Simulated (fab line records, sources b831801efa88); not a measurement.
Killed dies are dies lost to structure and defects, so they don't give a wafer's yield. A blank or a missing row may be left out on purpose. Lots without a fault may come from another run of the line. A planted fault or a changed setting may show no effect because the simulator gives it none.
One fault seen from 2 desks | flow gf180mcu | each desk has only its own numbers; what lay behind them comes last

THE METROLOGY DESK
What the gauges read, lot by lot, whatever tool the lot ran on: means of the sampled wafers that have a number. A lot is out of limits, marked OUT, if its mean lies more than 4 standard deviations from the usual mean; the brackets give that distance.
Columns: A = cd_nm at GF_STI_CD_MEAS_12, usual 220.3 nm; B = STI_OXIDATION_01_THK at GF_STI_THK_MEAS_22, usual 14.9 nm; C = NWELL_OVL at GF_NWELL_OVL_MEAS_07, usual 0.6 nm
lot  | first seen here | A                | B    | C
L735 | day 2 19:05     | 218.6            | 14.7 | 0.2
L734 | day 2 20:02     | 221.6            | 14.7 | 1.1
L737 | day 2 20:08     | 221.4            | 14.9 | 1.2
L738 | day 3 02:29     | 219.3            | 14.9 | -0.1
L739 | day 3 02:53     | 220.2            | 15.1 | 1.2
L740 | day 3 08:53     | 220.8            | 14.8 | 5.1
L742 | day 3 17:41     | 216.4            | 14.8 | -0.6
L744 | day 4 04:23     | 215.3 (-4.5) OUT | 15.3 | 1.0
L748 | day 5 00:37     | 218.8            | 14.6 | -0.9
L749 | day 5 06:46     | 220.5            | 14.5 | 0.1
L750 | day 5 10:29     | 220.1            | 14.4 | 3.0
L754 | day 6 08:50     | 220.0            | 15.0 | -0.2
L755 | day 6 13:04     | 221.3            | 14.9 | 1.8
This desk's finding: out of limits on L744; first on L744, day 4 04:23 (cd_nm at GF_STI_CD_MEAS_12). In limits: L735, L734, L737, L738, L739, L740, L742, L748, L749, L750, L754, L755.

THE TOOL OWNER'S DESK: litho_track-03
The tool's own readings at GF_STI_COAT_07 (resist thk 700 nm): means of the sampled wafers that have a number, for each lot that ran on this tool. A lot is out of limits, marked OUT, if its mean lies more than 4 standard deviations from the usual mean; the brackets give that distance.
Columns: A = chill_plate_temp_C at GF_STI_COAT_07, usual 23.00 C; B = resist_line_temp_C at GF_STI_COAT_07, usual 22.99 C
lot  | first seen here | A     | B
L734 | day 2 15:29     | 23.02 | 23.00
L739 | day 2 21:14     | 22.95 | 22.91
L742 | day 3 11:17     | 23.03 | 23.16
L744 | day 3 21:47     | 22.94 | 22.89
L748 | day 4 17:50     | 22.88 | 22.80
This desk's finding: nothing out of limits on any of the 5 lots.

PUT TOGETHER
The metrology desk could have raised an alarm at day 4 04:23, on L744.
The tool owner's desk saw nothing out of limits.
The tool owner's desk has L744 on record, within its limits.
Of the lots named, all ran GF_STI_COAT_07 on litho_track-03.

WHAT THE SIMULATOR HAD PUT IN
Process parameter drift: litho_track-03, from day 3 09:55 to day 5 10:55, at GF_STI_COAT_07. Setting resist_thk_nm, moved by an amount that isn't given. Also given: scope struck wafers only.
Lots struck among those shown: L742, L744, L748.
Hours from the fault's start to each desk's first reading out of limits: the metrology desk, 18.
